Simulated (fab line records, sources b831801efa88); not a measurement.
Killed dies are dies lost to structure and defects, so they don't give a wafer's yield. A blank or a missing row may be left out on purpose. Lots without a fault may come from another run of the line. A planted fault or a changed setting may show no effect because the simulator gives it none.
Which tool did it? | flow gf180mcu | 12 lots, 36 wafers sampled, at 5 steps of a route of 602

WHAT THE GAUGES READ, wafer by wafer
GF_V5_THK_MEAS_03. Usual: V5_CVD_02_THK 1453 nm, standard deviation 20.
lot  | measured     | on            | V5_CVD_02_THK (nm) | flag
L790 | day 27 16:10 | film_metro-03 | 1447 1423 1447     |
L792 | day 28 17:05 | film_metro-02 | 1404 1434 1462     |
L793 | day 28 22:46 | film_metro-03 | 1455 1465 1443     |
L794 | day 28 22:55 | film_metro-02 | 1433 1427 1466     |
L797 | day 30 01:02 | film_metro-02 | 1451 1474 1476     |
L798 | day 30 05:37 | film_metro-03 | 1441 1478 1480     |
L799 | day 30 15:33 | film_metro-02 | 1459 2002 1993     | OFF
L800 | day 30 16:33 | film_metro-03 | 1423 1451 1979     | OFF
L801 | day 31 00:51 | film_metro-03 | 1443 1417 1455     |
L806 | day 32 05:12 | film_metro-03 | 1447 1502 1485     |
L808 | day 32 14:16 | film_metro-03 | 1442 1453 1433     |
L809 | day 32 22:25 | film_metro-03 | 1442 1441 1502     |

GF_V5_BOW_MEAS_05. Usual: V5_BOW 136 um, standard deviation 9.5.
lot  | measured     | on            | V5_BOW (um) | flag
L790 | day 27 16:32 | film_metro-02 | 137 126 133 |
L792 | day 28 17:28 | film_metro-03 | 138 139 140 |
L793 | day 28 23:07 | film_metro-03 | 118 121 137 |
L794 | day 28 23:22 | film_metro-02 | 146 152 134 |
L797 | day 30 01:24 | film_metro-02 | 125 135 143 |
L798 | day 30 05:59 | film_metro-01 | 136 136 142 |
L799 | day 30 15:55 | film_metro-01 | 129 138 129 |
L800 | day 30 16:55 | film_metro-03 | 134 137 139 |
L801 | day 31 01:13 | film_metro-03 | 141 130 137 |
L806 | day 32 05:35 | film_metro-01 | 139 144 146 |
L808 | day 32 14:37 | film_metro-01 | 140 137 142 |
L809 | day 32 22:58 | film_metro-02 | 140 130 141 |

WHICH TOOL RAN EACH LOT (tool, then ch and the chambers of the sampled wafers, then the start)
lot  | GF_MIM_SPUTTER_08            | GF_M5_METAL_ETCH_10               | GF_V5_CVD_02
L790 | pvd_sputter-03, day 25 21:29 | rie_metal-03 ch 0,1, day 27 15:18 | pecvd-02 ch 0,1,2, day 27 16:03
L792 | pvd_sputter-03, day 26 23:35 | rie_metal-02 ch 0,1, day 28 16:10 | pecvd-02 ch 1,2, day 28 16:55
L793 | pvd_sputter-04, day 27 04:50 | rie_metal-03 ch 0, day 28 21:41   | pecvd-02 ch 1,2, day 28 22:35
L794 | pvd_sputter-03, day 27 04:53 | rie_metal-04 ch 0,1, day 28 22:02 | pecvd-04 ch 1,2, day 28 22:48
L797 | pvd_sputter-01, day 28 08:04 | rie_metal-03 ch 0, day 30 00:05   | pecvd-02 ch 0,2, day 30 00:55
L798 | pvd_sputter-03, day 28 13:07 | rie_metal-04 ch 0, day 30 04:44   | pecvd-04 ch 0,1,2, day 30 05:29
L799 | pvd_sputter-01, day 28 23:46 | rie_metal-02 ch 0, day 30 14:40   | pecvd-02 ch 0,1,2, day 30 15:26
L800 | pvd_sputter-04, day 29 00:10 | rie_metal-03 ch 0, day 30 15:35   | pecvd-02 ch 0,1,2, day 30 16:26
L801 | pvd_sputter-01, day 29 08:35 | rie_metal-03 ch 0,1, day 30 23:59 | pecvd-03 ch 1,2, day 31 00:44
L806 | pvd_sputter-04, day 30 16:14 | rie_metal-04 ch 1, day 32 04:13   | pecvd-03 ch 1,2, day 32 05:04
L808 | pvd_sputter-03, day 31 02:04 | rie_metal-04 ch 1, day 32 13:17   | pecvd-04 ch 0,1,2, day 32 14:09
L809 | pvd_sputter-04, day 31 09:58 | rie_metal-02 ch 0,1, day 32 21:31 | pecvd-04 ch 0,1,2, day 32 22:18
- GF_MIM_SPUTTER_08: material AlCu, target thk 200 nm, time 10.6 s.
- GF_M5_METAL_ETCH_10: etches the open film in Cl2/BCl3, stops on SiO2, target depth 627.5 nm, time 104.6 s.
- GF_V5_CVD_02: deposits SiO2 from TEOS, target thk 1450 nm, time 163.28 s.

WHAT THE TOOLS THEMSELVES READ (means of the sampled wafers that have a number; where no wafer has one, the mark that the record gives instead)
GF_MIM_SPUTTER_08. Usual: throttle_valve_pct 29.6 %, standard deviation 1.2.
lot  | tool           | throttle_valve_pct (%) | flag
L790 | pvd_sputter-03 | 29.2                   |
L792 | pvd_sputter-03 | 29.6                   |
L793 | pvd_sputter-04 | 29.2                   |
L794 | pvd_sputter-03 | 28.5                   |
L797 | pvd_sputter-01 | 30.2                   |
L798 | pvd_sputter-03 | 28.7                   |
L799 | pvd_sputter-01 | 29.9                   |
L800 | pvd_sputter-04 | 29.1                   |
L801 | pvd_sputter-01 | 30.6                   |
L806 | pvd_sputter-04 | 28.4                   |
L808 | pvd_sputter-03 | 30.1                   |
L809 | pvd_sputter-04 | 28.7                   |

GF_M5_METAL_ETCH_10. Usual: chamber_pressure_mTorr 7.999 mTorr, standard deviation 0.0072; drypump_motor_current_A 6.0 A, standard deviation 0.58; oes_product_au 0.972 a.u., standard deviation 0.0056; rf_fwd_power_W 795.5 W, standard deviation 2.6; throttle_valve_pct 28.249 %, standard deviation 0.0099.
lot  | tool         | chamber_pressure_mTorr (mTorr) | drypump_motor_current_A (A) | oes_product_au (a.u.) | rf_fwd_power_W (W) | throttle_valve_pct (%) | flag
L790 | rie_metal-03 | 8.006                          | 5.5                         | 0.963                 | 798.2              | 28.251                 |
L792 | rie_metal-02 | 8.006                          | 6.2                         | 0.968                 | 797.1              | 28.244                 |
L793 | rie_metal-03 | 8.002                          | 5.1                         | 0.972                 | 797.9              | 28.256                 |
L794 | rie_metal-04 | 8.003                          | 6.6                         | 0.971                 | 793.4              | 28.252                 |
L797 | rie_metal-03 | 8.002                          | 5.1                         | 0.971                 | 796.6              | 28.249                 |
L798 | rie_metal-04 | 7.991                          | 6.7                         | 0.979                 | 791.5              | 28.239                 |
L799 | rie_metal-02 | 8.009                          | 5.7                         | 0.975                 | 794.0              | 28.241                 |
L800 | rie_metal-03 | 7.997                          | 5.1                         | 0.969                 | 796.1              | 28.255                 |
L801 | rie_metal-03 | 7.998                          | 5.5                         | 0.979                 | 798.8              | 28.242                 |
L806 | rie_metal-04 | 8.007                          | 6.5                         | 0.972                 | 795.0              | 28.258                 |
L808 | rie_metal-04 | 8.002                          | 6.5                         | 0.972                 | 797.8              | 28.247                 |
L809 | rie_metal-02 | 8.006                          | 6.2                         | 0.967                 | 795.4              | 28.256                 |

GF_V5_CVD_02. Usual: heater_power_w 618 W, standard deviation 94; rf_fwd_power_W 597.9 W, standard deviation 2.
lot  | tool     | heater_power_w (W) | rf_fwd_power_W (W) | flag
L790 | pecvd-02 | 660                | 597.5              |
L792 | pecvd-02 | 650                | 600.4              |
L793 | pecvd-02 | 703                | 599.0              |
L794 | pecvd-04 | 656                | 597.6              |
L797 | pecvd-02 | 637                | 597.6              |
L798 | pecvd-04 | 577                | 598.6              |
L799 | pecvd-02 | 614                | 596.4              |
L800 | pecvd-02 | 596                | 601.2              |
L801 | pecvd-03 | 627                | 599.1              |
L806 | pecvd-03 | 569                | 598.5              |
L808 | pecvd-04 | 587                | 597.2              |
L809 | pecvd-04 | 613                | 597.1              |

THE ANSWER, worked out from the rows above alone
Rule: a lot is off if the mean of its wafers that have a number lies more than 3 standard deviations from the usual mean. A lot without any number at a reading at which 4 lots or more have one is off too. The other lots that the step has rows for count as sound. The gauges are gone through in route order, then the tools' own readings, and for those a lot's mean is taken as printed above. The first step at which some lot is off is used, and at that step the reading that is off furthest; a lot without a number counts as furthest.
Off: L799, L800, at GF_V5_THK_MEAS_03 (V5_CVD_02_THK).
A tool fits if, at a process step before that reading, it ran every lot that is off, and no sound lot after the first of them. The gauges at GF_V5_THK_MEAS_03 are tried like those tools. One fits: pecvd-02 at GF_V5_CVD_02. Its last sound lot is L797 (day 30 00:55), its first lot that is off L799 (day 30 15:26): a fault that began between those two fits.

WHAT THE SIMULATOR HAD PUT IN
Process parameter drift: pecvd-02, from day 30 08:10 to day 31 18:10, at GF_V5_CVD_02. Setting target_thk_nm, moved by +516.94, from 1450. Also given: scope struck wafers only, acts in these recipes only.
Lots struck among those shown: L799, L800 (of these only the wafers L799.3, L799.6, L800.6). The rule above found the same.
